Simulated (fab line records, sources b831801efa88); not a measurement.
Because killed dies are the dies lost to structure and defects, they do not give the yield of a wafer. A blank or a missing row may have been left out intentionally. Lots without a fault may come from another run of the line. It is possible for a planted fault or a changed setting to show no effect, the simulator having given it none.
A lot that was struck, set against a sound lot | flow gf180mcu | 15 steps out of a route of 602
Sound: wafers L746.1, L746.3, L746.4. The struck wafers were L763.1, L763.4, L763.6. The cause is named last.
Each step with rows lists, per side, the tool, then ch with its chambers, then its first start. Under that, the readings that differ: sound wafers | struck wafers | difference of the means | sigmas: that difference in standard deviations of wafers without a fault.
alike: readings whose means differ by less than 2 such deviations, and words and numbers that are the same on both sides. not compared: withheld readings, readings that some wafer has no value for, bounds like >300 that may hide the same value, and numbers for which the record gives no deviation and whose values overlap.
The two part at a step that has a row with sigmas, a row that says differs or no value, or rows on one side only. When numbers do not overlap yet have no deviation, they are printed without sigmas and do not part them. Lack of a reading on every wafer of one side parts them only where that side has two or more wafers.

first, 1 step without rows for these wafers: GF_STI_CVD_03 (deposits Si3N4 from DCS/NH3, target thk 207.16 nm, time 3551 s).
GF_STI_THK_MEAS_04:
  struck on film-metro-04, day 6 08:34; sound on film-metro-04, day 2 21:53
  alike: STI_CVD_03_THK
then, 7 steps without rows for these wafers: GF_STI_DEHYDRATE_05 (time 60 s); GF_STI_HMDS_06 (prime time 60 s); GF_STI_COAT_07 (resist thk 700 nm); GF_STI_SOFTBAKE_08 (time 60 s); GF_STI_EXPOSE_09 (exposes mask COMP, target cd 220 nm); GF_STI_PEB_10 (peb time 90 s); GF_STI_DEVELOP_11 (develop time 60 s).
GF_STI_CD_MEAS_12 targets a cd of 220 nm.
  struck on cd-sem-02, day 6 23:56; sound on cd-sem-02, day 3 09:33
  alike: cd-nm
GF_STI_ETCH_13: etches the open film in CHF3/O2, stops on Si, target depth 282.31 nm, time 112.9 s.
  sound on rie-diel-01 ch 2,3, day 3 09:40; struck on rie-diel-04 ch 0,3, day 7 00:04
  alike: bias-w, drypump-motor-current-A, oes-product-au, throttle-valve-pct
  not compared: rf-hours-counter-h
GF_STI_ETCH_14: etches Si in HBr/Cl2/O2, target depth 360 nm, time 102.9 s.
  sound on rie-si-01 ch 0,1,3, day 3 09:44; struck on rie-si-01 ch 1,3, day 7 00:08
  alike: HBr_flow_sccm, bias-w, drypump-motor-current-A, oes-product-au, throttle-valve-pct
  not compared: rf-hours-counter-h
GF_STI_STRIP_15: strips in O2/N2.
  sound on plasma-asher-01 ch 0,1, day 3 09:49; struck on plasma-asher-01 ch 0,1, day 7 00:13
  reading             | sound          | struck         | difference | sigmas
  o2-flow-sccm (sccm) | 3014 2996 2987 | 2409 2406 2406 | -592       | -62
  alike: drypump-motor-current-A, heater-power-w, oes-product-au, strip-time-to-endpoint-s
  not compared: rf-hours-counter-h
then, 1 step without rows for these wafers: GF_STI_CLEAN_16 (cleans in dHF, time 25 s).
GF_PASSIVATION_PROBE_99:
  the record has rows for the sound wafers here (prober-01, day 30 13:43) and none for the struck ones

## WHERE THEY PART
Last at GF_PASSIVATION_PROBE_99 as far as this record goes, first at GF_STI_STRIP_15.

WHY: what had been put in by the simulator
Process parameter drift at GF_STI_STRIP_15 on plasma-asher-01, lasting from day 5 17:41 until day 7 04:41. Setting o2-flow-sccm shifted by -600 from 3000. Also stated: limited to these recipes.
